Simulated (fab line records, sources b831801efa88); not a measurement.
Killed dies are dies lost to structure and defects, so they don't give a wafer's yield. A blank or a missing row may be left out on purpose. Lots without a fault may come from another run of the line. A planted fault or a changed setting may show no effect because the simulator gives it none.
Which tool did it? | flow sfq_line | 14 lots, 42 wafers sampled, at 3 steps of a route of 325

WHAT THE GAUGES READ, wafer by wafer
SFQ_L0_RS_MEAS_901: measures by four-point-probe. Usual: L0_MONX_KI_RS 43.7 ohm/sq, standard deviation 0.62.
lot  | measured    | on            | L0_MONX_KI_RS (ohm/sq) | flag
L943 | day 1 17:35 | film_metro-04 | 43.5 43.2 43.9         |
L946 | day 2 08:34 | film_metro-04 | 43.8 43.6 43.5         |
L947 | day 2 13:34 | film_metro-02 | 44.3 44.2 43.7         |
L948 | day 2 18:35 | film_metro-02 | 43.2 43.8 43.5         |
L949 | day 2 23:34 | film_metro-02 | 43.7 44.3 43.9         |
L950 | day 3 04:36 | film_metro-03 | 43.8 43.2 43.8         |
L951 | day 3 09:34 | film_metro-04 | 42.9 43.0 42.9         |
L953 | day 3 19:34 | film_metro-04 | 43.9 43.7 43.9         |
L954 | day 4 00:35 | film_metro-03 | 42.9 42.7 43.1         |
L955 | day 4 05:35 | film_metro-03 | 43.7 43.7 43.8         |
L961 | day 5 11:34 | film_metro-02 | 46.2 46.5 46.3         | OFF
L962 | day 5 16:35 | film_metro-02 | 45.0 46.6 46.1         | OFF
L963 | day 5 21:34 | film_metro-03 | 44.2 43.7 43.8         |
L964 | day 6 02:37 | film_metro-03 | 43.8 43.9 43.0         |

SFQ_L0_THK_MEAS_902: measures by xrf. Usual: L0_MONX_KI_THK 40.5 nm, standard deviation 0.58.
lot  | measured    | on            | L0_MONX_KI_THK (nm) | flag
L943 | day 1 17:41 | film_metro-04 | 40.7 41.2 40.2      |
L946 | day 2 08:41 | film_metro-04 | 40.5 40.6 40.5      |
L947 | day 2 13:41 | film_metro-02 | 40.1 40.1 40.6      |
L948 | day 2 18:41 | film_metro-02 | 41.1 40.5 40.7      |
L949 | day 2 23:41 | film_metro-02 | 40.5 40.0 40.8      |
L950 | day 3 04:42 | film_metro-03 | 40.1 41.3 40.4      |
L951 | day 3 09:41 | film_metro-04 | 41.5 41.2 41.4      |
L953 | day 3 19:41 | film_metro-04 | 40.5 40.7 40.7      |
L954 | day 4 00:41 | film_metro-03 | 41.0 41.2 41.0      |
L955 | day 4 05:41 | film_metro-03 | 40.2 40.3 40.5      |
L961 | day 5 11:41 | film_metro-02 | 38.5 38.0 38.1      | OFF
L962 | day 5 16:41 | film_metro-02 | 39.4 38.1 38.2      | OFF
L963 | day 5 21:41 | film_metro-03 | 40.2 40.7 40.4      |
L964 | day 6 02:43 | film_metro-03 | 40.6 40.5 41.2      |

WHICH TOOL RAN EACH LOT (tool, then ch and the chambers of the sampled wafers, then the start)
lot  | SFQ_TRILAYER_L0_DEP_SPUTTER_003
L943 | pvd_sputter-04, day 1 17:29
L946 | pvd_sputter-03, day 2 08:29
L947 | pvd_sputter-04, day 2 13:29
L948 | pvd_sputter-05, day 2 18:29
L949 | pvd_sputter-05, day 2 23:29
L950 | pvd_sputter-04, day 3 04:29
L951 | pvd_sputter-03, day 3 09:29
L953 | pvd_sputter-05, day 3 19:29
L954 | pvd_sputter-04, day 4 00:29
L955 | pvd_sputter-03, day 4 05:29
L961 | pvd_sputter-04, day 5 11:29
L962 | pvd_sputter-04, day 5 16:29
L963 | pvd_sputter-05, day 5 21:29
L964 | pvd_sputter-03, day 6 02:29
- SFQ_TRILAYER_L0_DEP_SPUTTER_003: material MoNx KI, target thk 40 nm, time 100 s.

WHAT THE TOOLS THEMSELVES READ (means of the sampled wafers that have a number; where no wafer has one, the mark that the record gives instead)
SFQ_TRILAYER_L0_DEP_SPUTTER_003. Usual: cathode_dc_power_W 800.00 W, standard deviation 0.15; throttle_valve_pct 29.9 %, standard deviation 0.88.
lot  | tool           | cathode_dc_power_W (W) | throttle_valve_pct (%) | flag
L943 | pvd_sputter-04 | 800.08                 | 29.2                   |
L946 | pvd_sputter-03 | 799.93                 | 29.7                   |
L947 | pvd_sputter-04 | 800.13                 | 29.3                   |
L948 | pvd_sputter-05 | 800.00                 | 30.5                   |
L949 | pvd_sputter-05 | 800.05                 | 30.0                   |
L950 | pvd_sputter-04 | 799.83                 | 29.3                   |
L951 | pvd_sputter-03 | 799.97                 | 29.7                   |
L953 | pvd_sputter-05 | 799.90                 | 29.2                   |
L954 | pvd_sputter-04 | 799.90                 | 29.4                   |
L955 | pvd_sputter-03 | 800.01                 | 29.9                   |
L961 | pvd_sputter-04 | 765.10                 | 29.6                   | OFF
L962 | pvd_sputter-04 | 765.04                 | 30.0                   | OFF
L963 | pvd_sputter-05 | 799.85                 | 30.1                   |
L964 | pvd_sputter-03 | 800.05                 | 29.5                   |

THE ANSWER, worked out from the rows above alone
Rule: a lot is off if the mean of its wafers that have a number lies more than 3 standard deviations from the usual mean. A lot without any number at a reading at which 4 lots or more have one is off too. The other lots that the step has rows for count as sound. The gauges are gone through in route order, then the tools' own readings, and for those a lot's mean is taken as printed above. The first step at which some lot is off is used, and at that step the reading that is off furthest; a lot without a number counts as furthest.
Off: L961, L962, at SFQ_L0_RS_MEAS_901 (L0_MONX_KI_RS).
A tool fits if, at a process step before that reading, it ran every lot that is off, and no sound lot after the first of them. The gauges at SFQ_L0_RS_MEAS_901 aren't tried: what is off there is off at SFQ_TRILAYER_L0_DEP_SPUTTER_003 too, on other tools, and a gauge's error can't cause that. One fits: pvd_sputter-04 at SFQ_TRILAYER_L0_DEP_SPUTTER_003. Its last sound lot is L954 (day 4 00:29), its first lot that is off L961 (day 5 11:29): a fault that began between those two fits.
The tool's own readings at SFQ_TRILAYER_L0_DEP_SPUTTER_003 bear it out: on the lots that are off they differ by more than 5 times the standard deviation of the sound lots' means. cathode_dc_power_W reads 765.07 W there against 799.98 W on the sound lots.

WHAT THE SIMULATOR HAD PUT IN
Process parameter drift: pvd_sputter-04, from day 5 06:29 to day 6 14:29, at SFQ_TRILAYER_L0_DEP_SPUTTER_003. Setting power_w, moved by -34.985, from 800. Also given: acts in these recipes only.
Lots struck among those shown: L961, L962. The rule above found the same.
